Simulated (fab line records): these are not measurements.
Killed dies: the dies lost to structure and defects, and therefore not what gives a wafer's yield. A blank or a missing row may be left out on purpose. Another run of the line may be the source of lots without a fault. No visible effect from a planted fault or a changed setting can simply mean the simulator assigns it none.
fab line records	flow sky130
record lots=11	wafers=33	last-day=50
route steps=708 shown VIA1@478 METAL2@485 VIA2@508 PAD_OPEN@708
lots with no fault: from the same line, run without faults
start-h: hours from the record's first day to the start of the lot's first wafer shown	wait-h: hours since the lot's step before	" the same as in the row above	L1.1+2: a single row standing in for several wafers	- value missing, or start not given	* or withheld: withheld	< > ~ a bound
route shown NAME@n: a module of which the file shows steps, and the number in the route of the first	usual: mean and standard deviation over wafers with no fault	same: alike in all rows	chamber/n: place in a boat	sites: readings site by site	_std_site: standard deviation of those values	_edge_site: mean of outer sites minus mean of inner sites	radius-mm: for every site, how far away it sits from the centre of the wafer	mask NAME#n: copy n	behind: the most recent tool/chamber to have shaped the wafer	hold: reason for holding the lot/hours on hold/outcome of the hold	device: which transistor (n, p or np) failed to switch	end of line: tests run on the same wafers once the route is complete	step lacking rows: just its recipe	killed: dies lost to structure and defects at the first sort, not the wafer's yield	map: shows each die of a wafer: x if killed, . if not, _ if none is there
set.NAME: the setting the step ran with; set.NAME@STEP: the setting that earlier step ran with	model.NAME: the simulator's own value behind a step, which no gauge read
route steps across a sampled set of lots; one table per step, one row per wafer
services: from which hour (start-h, from the record's first day; less than 0 if before it) a tool's chamber was out of use, for how many hours, and why
## steps
# step SKY_VIA1_SPUTTER_20
# recipe material=TiN	target-thk-nm=20	chamber-pressure-pa=5	power-w=4000	time-s=80
# usual throttle-valve-pct=29.9/0.89
lot.wafer	tool	chamber	start-h	wait-h	throttle-valve-pct
L681.2	pvd-sputter-02	-	823.18	0.0	29.8
L681.3	"	-	"	"	30.0
L681.6	"	-	"	"	30.1
L682.1	pvd-sputter-01	-	826.09	0.0	31.1
L682.2	"	-	"	"	29.5
L682.6	"	-	"	"	29.1
L684.1	pvd-sputter-04	-	853.94	0.0	29.8
L684.2	"	-	"	"	32.2
L684.5	"	-	"	"	29.7
L685.2	pvd-sputter-04	-	855.08	0.0	29.6
L685.3	"	-	"	"	31.9
L685.6	"	-	"	"	30.1
L687.1	pvd-sputter-04	-	872.57	0.0	30.0
L687.3	"	-	"	"	29.5
L687.4	"	-	"	"	29.8
L690.2	pvd-sputter-02	-	889.22	0.0	29.3
L690.3	"	-	"	"	28.7
L690.5	"	-	"	"	29.3
L692.2	pvd-sputter-04	-	908.95	0.0	29.7
L692.5	"	-	"	"	29.7
L692.6	"	-	"	"	31.8
L693.1	pvd-sputter-04	-	909.53	0.0	29.8
L693.2	"	-	"	"	31.8
L693.5	"	-	"	"	29.5
L694.4	pvd-sputter-02	-	909.98	0.0	29.7
L694.5	"	-	"	"	28.5
L694.6	"	-	"	"	29.1
L698.2	pvd-sputter-02	-	944.02	0.0	29.4
L698.5	"	-	"	"	28.5
L698.6	"	-	"	"	30.0
L701.1	pvd-sputter-02	-	965.17	0.0	30.1
L701.3	"	-	"	"	28.6
L701.4	"	-	"	"	29.2
# step SKY_METAL2_SPUTTER_02
# recipe material=AlCu	target-thk-nm=250	power-w=10600	time-s=13.3	chamber-pressure-pa=0.4
# usual throttle-valve-pct=29.5/0.91
lot.wafer	tool	chamber	start-h	wait-h	throttle-valve-pct
L681.2	pvd-sputter-03	-	823.95	0.0	28.3
L681.3	"	-	"	"	28.9
L681.6	"	-	"	"	28.1
L682.1	pvd-sputter-03	-	826.77	0.0	29.3
L682.2	"	-	"	"	28.2
L682.6	"	-	"	"	29.1
L684.1	pvd-sputter-01	-	854.62	0.0	29.2
L684.2	"	-	"	"	29.1
L684.5	"	-	"	"	29.2
L685.2	pvd-sputter-02	-	855.76	0.0	29.9
L685.3	"	-	"	"	29.9
L685.6	"	-	"	"	28.7
L687.1	pvd-sputter-01	-	873.25	0.0	30.9
L687.3	"	-	"	"	29.3
L687.4	"	-	"	"	30.9
L690.2	pvd-sputter-03	-	889.90	0.0	30.7
L690.3	"	-	"	"	28.8
L690.5	"	-	"	"	29.3
L692.2	pvd-sputter-03	-	909.63	0.0	29.2
L692.5	"	-	"	"	29.3
L692.6	"	-	"	"	28.2
L693.1	pvd-sputter-01	-	910.21	0.0	29.4
L693.2	"	-	"	"	30.9
L693.5	"	-	"	"	29.3
L694.4	pvd-sputter-03	-	910.66	0.0	30.8
L694.5	"	-	"	"	30.9
L694.6	"	-	"	"	29.3
L698.2	pvd-sputter-02	-	944.70	0.0	29.7
L698.5	"	-	"	"	29.7
L698.6	"	-	"	"	29.0
L701.1	pvd-sputter-03	-	965.86	0.0	28.3
L701.3	"	-	"	"	30.6
L701.4	"	-	"	"	29.0
# step SKY_METAL2_RS_MEAS_05
# recipe thk-meas-gauge=four-point-probe	reads=TiN_of_METAL2_SPUTTER_04+Ti_of_METAL2_SPUTTER_03+AlCu_of_METAL2_SPUTTER_02+TiN_of_METAL2_SPUTTER_01+Ti_of_METAL2_SPUTTER_00
# usual METAL2_ALCU_RS=0.1276/0.002
lot.wafer	tool	chamber	start-h	wait-h	METAL2_ALCU_RS[ohm/sq]
L681.2	film-metro-01	-	824.07	0.0	0.1263
L681.3	"	-	"	"	0.1255
L681.6	"	-	"	"	0.1267
L682.1	film-metro-03	-	826.86	0.0	0.1284
L682.2	"	-	"	"	0.1306
L682.6	"	-	"	"	0.1287
L684.1	film-metro-01	-	854.71	0.0	0.1293
L684.2	"	-	"	"	0.1267
L684.5	"	-	"	"	0.1301
L685.2	film-metro-01	-	855.87	0.0	0.1263
L685.3	"	-	"	"	0.1282
L685.6	"	-	"	"	0.1294
L687.1	film-metro-03	-	873.35	0.0	0.1302
L687.3	"	-	"	"	0.1285
L687.4	"	-	"	"	0.1317
L690.2	film-metro-03	-	890.02	0.0	0.1265
L690.3	"	-	"	"	0.1228
L690.5	"	-	"	"	0.1087
L692.2	film-metro-03	-	909.75	0.0	0.1094
L692.5	"	-	"	"	0.1099
L692.6	"	-	"	"	0.1280
L693.1	film-metro-02	-	910.31	0.0	0.1281
L693.2	"	-	"	"	0.1294
L693.5	"	-	"	"	0.1258
L694.4	film-metro-02	-	910.81	0.1	0.1277
L694.5	"	-	"	"	0.1274
L694.6	"	-	"	"	0.1103
L698.2	film-metro-03	-	944.81	0.0	0.1302
L698.5	"	-	"	"	0.1299
L698.6	"	-	"	"	0.1260
L701.1	film-metro-01	-	965.95	0.0	0.1288
L701.3	"	-	"	"	0.1263
L701.4	"	-	"	"	0.1265
# step SKY_METAL2_THK_MEAS_06
# recipe thk-meas-gauge=xrf	reads=AlCu_of_METAL2_SPUTTER_02
# usual METAL2_ALCU_THK=247/4
lot.wafer	tool	chamber	start-h	wait-h	METAL2_ALCU_THK[nm]
L681.2	film-metro-01	-	824.18	0.1	249
L681.3	"	-	"	"	251
L681.6	"	-	"	"	247
L682.1	film-metro-03	-	826.98	0.1	247
L682.2	"	-	"	"	242
L682.6	"	-	"	"	245
L684.1	film-metro-01	-	854.83	0.1	242
L684.2	"	-	"	"	251
L684.5	"	-	"	"	244
L685.2	film-metro-01	-	855.98	0.1	247
L685.3	"	-	"	"	245
L685.6	"	-	"	"	243
L687.1	film-metro-03	-	873.47	0.1	241
L687.3	"	-	"	"	244
L687.4	"	-	"	"	238
L690.2	film-metro-03	-	890.13	0.1	249
L690.3	"	-	"	"	255
L690.5	"	-	"	"	289
L692.2	film-metro-03	-	909.86	0.1	285
L692.5	"	-	"	"	284
L692.6	"	-	"	"	243
L693.1	film-metro-02	-	910.43	0.1	245
L693.2	"	-	"	"	242
L693.5	"	-	"	"	252
L694.4	film-metro-02	-	910.90	0.1	245
L694.5	"	-	"	"	249
L694.6	"	-	"	"	287
L698.2	film-metro-03	-	944.92	0.1	242
L698.5	"	-	"	"	242
L698.6	"	-	"	"	251
L701.1	film-metro-01	-	966.07	0.1	243
L701.3	"	-	"	"	250
L701.4	"	-	"	"	250
# step SKY_METAL2_OVL_MEAS_16
# usual METAL2_OVL=-1/6.6
lot.wafer	tool	chamber	start-h	wait-h	METAL2_OVL[nm]
L681.2	overlay-02	-	850.52	0.1	-10
L681.3	"	-	"	"	-11
L681.6	"	-	"	"	-3
L682.1	overlay-02	-	853.65	0.1	-3
L682.2	"	-	"	"	-8
L682.6	"	-	"	"	-5
L684.1	overlay-01	-	880.02	0.1	-1
L684.2	"	-	"	"	-8
L684.5	"	-	"	"	-4
L685.2	overlay-02	-	881.57	0.1	-10
L685.3	"	-	"	"	-1
L685.6	"	-	"	"	-4
L687.1	overlay-01	-	899.67	0.1	-4
L687.3	"	-	"	"	-8
L687.4	"	-	"	"	-15
L690.2	overlay-01	-	916.26	0.1	1
L690.3	"	-	"	"	-2
L690.5	"	-	"	"	-4
L692.2	overlay-02	-	935.29	0.1	-6
L692.5	"	-	"	"	8
L692.6	"	-	"	"	-2
L693.1	overlay-02	-	935.72	0.1	3
L693.2	"	-	"	"	11
L693.5	"	-	"	"	6
L694.4	overlay-02	-	936.10	0.1	13
L694.5	"	-	"	"	11
L694.6	"	-	"	"	-1
L698.2	overlay-02	-	968.72	0.1	6
L698.5	"	-	"	"	-3
L698.6	"	-	"	"	-2
L701.1	overlay-01	-	990.77	0.1	-5
L701.3	"	-	"	"	0
L701.4	"	-	"	"	8
# step SKY_VIA2_THK_MEAS_01
# recipe reads=SiO2_of_VIA2_HDPCVD_00
# usual VIA2_HDPCVD_THK=1176/16
lot.wafer	tool	chamber	start-h	wait-h	VIA2_HDPCVD_THK[nm]
L681.2	film-metro-04	-	851.50	0.1	1201
L681.3	"	-	"	"	1172
L681.6	"	-	"	"	1159
L682.1	film-metro-03	-	854.66	0.1	1185
L682.2	"	-	"	"	1198
L682.6	"	-	"	"	1197
L684.1	film-metro-03	-	880.98	0.1	1147
L684.2	"	-	"	"	1169
L684.5	"	-	"	"	1146
L685.2	film-metro-02	-	882.56	0.1	1182
L685.3	"	-	"	"	1182
L685.6	"	-	"	"	1181
L687.1	film-metro-02	-	900.61	0.1	1139
L687.3	"	-	"	"	1151
L687.4	"	-	"	"	1144
L690.2	film-metro-04	-	917.47	0.1	1158
L690.3	"	-	"	"	1161
L690.5	"	-	"	"	1151
L692.2	film-metro-03	-	936.26	0.1	1175
L692.5	"	-	"	"	1148
L692.6	"	-	"	"	1174
L693.1	film-metro-02	-	936.75	0.1	1172
L693.2	"	-	"	"	1170
L693.5	"	-	"	"	1169
L694.4	film-metro-02	-	937.27	0.0	1163
L694.5	"	-	"	"	1191
L694.6	"	-	"	"	1170
L698.2	film-metro-02	-	969.73	0.1	1197
L698.5	"	-	"	"	1197
L698.6	"	-	"	"	1195
L701.1	film-metro-04	-	991.71	0.1	1183
L701.3	"	-	"	"	1168
L701.4	"	-	"	"	1158
# step SKY_PAD_OPEN_PROBE_99
# usual defect-limited-yield=82.7/2	killed_at_M0_to_M3=42/6.7	killed_at_M4_up=3.3/2.1	killed-at-contacts=24/5.1	killed-at-front-end=15/4.6	killed-at-other=0.3/0.58	killed-dies=85/9.9	killed-open=46/6.9	killed-short=38/7	sort_bin_3_pad_short=0.9/0.43	sort_bin_5_function=10.1/1.4	sort_bin_6_memory=6.4/1.2	sort-n-pass=407/9.9	sort-yield-pct=82.7/2
# same gross-dies=492	killed-at-back-side=0	sort_bin_4_leakage[%]=0	sort_bin_8_speed[%]=0
lot.wafer	tool	chamber	start-h	wait-h	defect-limited-yield[%]	killed_at_M0_to_M3	killed_at_M4_up	killed-at-contacts	killed-at-front-end	killed-at-other	killed-dies	killed-open	killed-short	sort_bin_3_pad_short[%]	sort_bin_5_function[%]	sort_bin_6_memory[%]	sort-n-pass	sort-yield-pct[%]
L692.2	prober-01	-	1164.16	0.1	78.9	45	4	26	29	0	104	62	41	1.0	13.8	6.3	388	78.9
L692.5	prober-01	-	1164.31	0.2	83.3	48	2	19	13	0	82	47	35	0.4	10.4	5.9	410	83.3
L692.6	prober-01	-	1164.36	0.2	82.7	40	5	26	13	1	85	42	43	1.0	9.8	6.5	407	82.7
# killed by level:class
L692.2 LI_CONTACT:geometric-particle:open=11 FIELD_ISO:geometric-particle:short=10 VIA3:geometric-particle:open=9 VIA2:geometric-particle:open=9 CONTACT:geometric-particle:open=8 VIA1:geometric-particle:open=7 CONTACT:geometric-particle:short=5 POLY_GATE:geometric-particle:short=4
L692.5 CONTACT:geometric-particle:open=9 VIA1:geometric-particle:open=9 VIA2:geometric-particle:open=9 VIA2:geometric-particle:short=7 VIA3:geometric-particle:open=7 METAL2:geometric-particle:short=5 LOCAL_INTERCONNECT:geometric-particle:short=4 FIELD_ISO:geometric-particle:short=3
L692.6 LI_CONTACT:geometric-particle:open=12 METAL2:geometric-particle:short=9 CONTACT:geometric-particle:open=6 CONTACT:geometric-particle:short=5 VIA3:geometric-particle:open=4 VIA1:geometric-particle:short=4 VIA1:geometric-particle:open=4 VIA2:geometric-particle:open=4
## services
tool	chamber	start-h	hours	kind
pvd-sputter-03	-	817.99	0.8	repair
pvd-sputter-04	3	832.59	-	consumable-replace:kit
pvd-sputter-04	3	832.59	18.0	scheduled-down
pvd-sputter-04	3	832.59	18.0	vent-cycle
pvd-sputter-01	-	848.94	5.2	repair
pvd-sputter-03	0	853.16	-	consumable-replace:kit
pvd-sputter-03	0	853.16	18.0	scheduled-down
pvd-sputter-03	0	853.16	18.0	vent-cycle
pvd-sputter-03	-	878.04	2.4	repair
pvd-sputter-02	0	882.54	-	consumable-replace:kit
pvd-sputter-02	0	882.54	18.0	scheduled-down
pvd-sputter-02	0	882.54	18.0	vent-cycle
pvd-sputter-04	-	886.75	3.0	repair
pvd-sputter-01	0	921.83	-	consumable-replace:kit
pvd-sputter-01	0	921.83	18.0	scheduled-down
pvd-sputter-01	0	921.83	18.0	vent-cycle
## key
first-sign step=SKY_METAL2_RS_MEAS_05	reading=METAL2_ALCU_RS	direction=down	sigmas=9.1	usual=0.1276	struck=0.1096
effect step=SKY_METAL2_THK_MEAS_06	reading=METAL2_ALCU_THK	direction=up	sigmas=9.8	usual=247	struck=286
met-at SKY_METAL2_SPUTTER_02
struck-lots L690,L692,L694
struck-wafers L690.5,L692.2,L692.5,L694.6
not-acting-at SKY_VIA1_SPUTTER_20,SKY_METAL2_OVL_MEAS_16,SKY_VIA2_THK_MEAS_01
onset-between 826.77 889.90
fault kind=process-parameter-drift	tool=pvd-sputter-03	chamber=-	onset-h=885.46	steps=SKY_METAL2_SPUTTER_02	channel=time-s	offset=*	shape=step	end-h=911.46	acts-in=*	stated=*	scope=struck-wafers-only
